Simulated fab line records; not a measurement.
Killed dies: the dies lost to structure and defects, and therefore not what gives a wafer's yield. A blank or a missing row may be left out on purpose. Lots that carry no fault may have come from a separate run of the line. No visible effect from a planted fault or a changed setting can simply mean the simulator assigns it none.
Problem report, 8D (eight disciplines) form, completed by code -- flow sky130 -- the parts of the form that need people (team, actions taken, sign-off) are left out

## 1. WHAT WENT WRONG
Mean of strip time to endpoint s at SKY_LOCAL_INTERCONNECT_STRIP_15: 4.402 s across 6 wafers in 2 lots; on wafers with no fault it is 4.716 s (standard deviation 0.019). Relative to the usual mean, that is a shift of -17 standard deviations.
The step: strips in O2/N2.
Seen first at day 35 13:36 on plasma asher-01, wafer L737.1. Wafers with a number at this step in the record: 33, from 11 lots. The rule behind "out" and "out of limits": a value lying over 4 standard deviations away from the usual mean. The rest of the wafers with a number are treated as sound.

## 2. WHAT IT IS; WHAT IT IS NOT
question,is,is not
which readings at this step,strip time to endpoint s,drypump motor current A
which lots,"L737, L738","L725, L726, L727, L728, L739, L741, L742, L746, L747"
which wafers of those lots,all that have a number,-
read on which tools,"plasma asher-01, plasma asher-02",plasma asher-04
when,from day 35 13:36,"up to then (12 sound wafers); but 15 sound wafers of L739, L741, L742, L746, L747 came after"

## 3. SUSPECTS, AND WHAT RULES EACH OUT
Counting: any tool at a process step up to the reading is kept as a suspect provided that every lot that is out went through it and no sound lot did after the first of them.
- cvd w-02 at SKY_LI_CONTACT_CVD_21 (deposits W, target thk 400 nm, time 120.56 s): ruled out as a lasting fault. Following L737 (day 34 09:58), the first lot on it that is out, the sound lots L739, L742, L747 were run on it.
- rie metal-01 at SKY_LOCAL_INTERCONNECT_ETCH_13 (etches BARC in N2/H2, stops on SiO2, time 45.9 s, target depth 60 nm): kept. It processed each lot that is out, first L737 at day 35 13:29, and no sound lot thereafter; up to then, the last sound lot it processed was L725 at day 30 18:23.
The count leaves rie metal-01 at SKY_LOCAL_INTERCONNECT_ETCH_13.

## 4. THE CAUSE (what the simulator had put in)
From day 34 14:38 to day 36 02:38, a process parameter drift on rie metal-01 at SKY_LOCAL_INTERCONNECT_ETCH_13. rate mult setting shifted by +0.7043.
The count eliminated every tool but this one.

## 5. SEQUENCE OF EFFECTS, ordered by route
Rows list readings where the struck wafers' mean (over those with a number) sits beyond 3 standard deviations from the usual. Only readings for which the record gives a usual standard deviation are gone through. hours: the time from each lot's start at the first step in this table that gives one to its start at this step, as a median over the lots. sigmas: the change in usual standard deviations.
hours,step,reading,usual,on struck wafers,change,sigmas
0,SKY_LOCAL_INTERCONNECT_STRIP_15,strip time to endpoint s,4.716 s,4.402,-0.314,-17
It contains these process steps:
- SKY_LOCAL_INTERCONNECT_STRIP_15: strips in O2/N2.

## 6. HOW IT WOULD HAVE BEEN CAUGHT EARLIER
The fault began at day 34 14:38; the first out-of-limits reading in this record came at day 35 13:36, 23 hours later.
No tool reading at SKY_LOCAL_INTERCONNECT_ETCH_13 that has a usual standard deviation in the record was out on any struck wafer, so an alarm limit of 4 standard deviations on those readings would not have fired.
Of the lots that are out (2), L738 began SKY_LOCAL_INTERCONNECT_ETCH_13 on rie metal-01 after day 35 13:36. Holding the tool at that time would have saved it.
